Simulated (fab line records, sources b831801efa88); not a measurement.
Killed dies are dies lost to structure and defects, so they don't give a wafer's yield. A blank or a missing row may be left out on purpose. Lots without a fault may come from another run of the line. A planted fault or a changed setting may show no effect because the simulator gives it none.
Which tool did it? | flow gf180mcu | 6 lots, 18 wafers sampled, at 3 steps of a route of 602

WHAT THE GAUGES READ, wafer by wafer
GF_PASSIVATION_THK_MEAS_01.
lot  | measured     | on            | PASSIVATION_CVD_00_THK (nm)
L883 | day 30 01:11 | film_metro-02 | 989 989 1002
L886 | day 31 04:05 | film_metro-04 | 992 1006 1014
L891 | day 32 00:52 | film_metro-02 | 979 993 702
L893 | day 32 22:34 | film_metro-02 | 704 697 985
L900 | day 34 08:13 | film_metro-02 | 1003 1019 1017
L901 | day 34 22:35 | film_metro-02 | 981 1003 1009

WHICH TOOL RAN EACH LOT (tool, then ch and the chambers of the sampled wafers, then the start)
lot  | GF_TOP_METAL_METAL_ETCH_16        | GF_PASSIVATION_CVD_00
L883 | rie_metal-04 ch 0, day 30 00:22   | pecvd-02 ch 1,2, day 30 01:05
L886 | rie_metal-01 ch 0,1, day 31 03:20 | pecvd-01 ch 0,1,2, day 31 03:59
L891 | rie_metal-03 ch 0,1, day 32 00:04 | pecvd-02 ch 0,1,2, day 32 00:47
L893 | rie_metal-03 ch 0,1, day 32 21:40 | pecvd-02 ch 0,1, day 32 22:29
L900 | rie_metal-04 ch 0,1, day 34 07:22 | pecvd-03 ch 0,1, day 34 08:08
L901 | rie_metal-03 ch 0,1, day 34 21:50 | pecvd-03 ch 1,2, day 34 22:29
- GF_TOP_METAL_METAL_ETCH_16: etches the open film in Cl2/BCl3, stops on SiO2, target depth 1197 nm, time 199.5 s.
- GF_PASSIVATION_CVD_00: deposits SiO2 from TEOS, target thk 1000 nm, time 111.95 s.

THE ANSWER, worked out from the rows above alone
Rule: what is usual is taken from the lots themselves. Put in order of their means at a reading, lots are off if they are a third of the lots or fewer, leave a main group of 4 or more, and stand apart from it by a gap of 3 or more times the standard deviation of the main group's means; of several such gaps the widest counts. A main group whose means are all the same, to the digits that the tables above print for the reading, isn't used. A lot without any number at a reading at which 4 lots or more have one is off too. The other lots that the step has rows for count as sound.
Off: L891, L893, at GF_PASSIVATION_THK_MEAS_01 (PASSIVATION_CVD_00_THK). The main group: mean 1002 nm, standard deviation 7.4.
A tool fits if, at a process step before that reading, it ran every lot that is off, and no sound lot after the first of them. The gauges at GF_PASSIVATION_THK_MEAS_01 are tried like those tools. One fits: pecvd-02 at GF_PASSIVATION_CVD_00. Its last sound lot is L883 (day 30 01:05), its first lot that is off L891 (day 32 00:47): a fault that began between those two fits.

WHAT THE SIMULATOR HAD PUT IN
Process parameter drift: pecvd-02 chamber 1, from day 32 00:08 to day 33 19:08, at GF_PASSIVATION_CVD_00. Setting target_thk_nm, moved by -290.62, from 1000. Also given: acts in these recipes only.
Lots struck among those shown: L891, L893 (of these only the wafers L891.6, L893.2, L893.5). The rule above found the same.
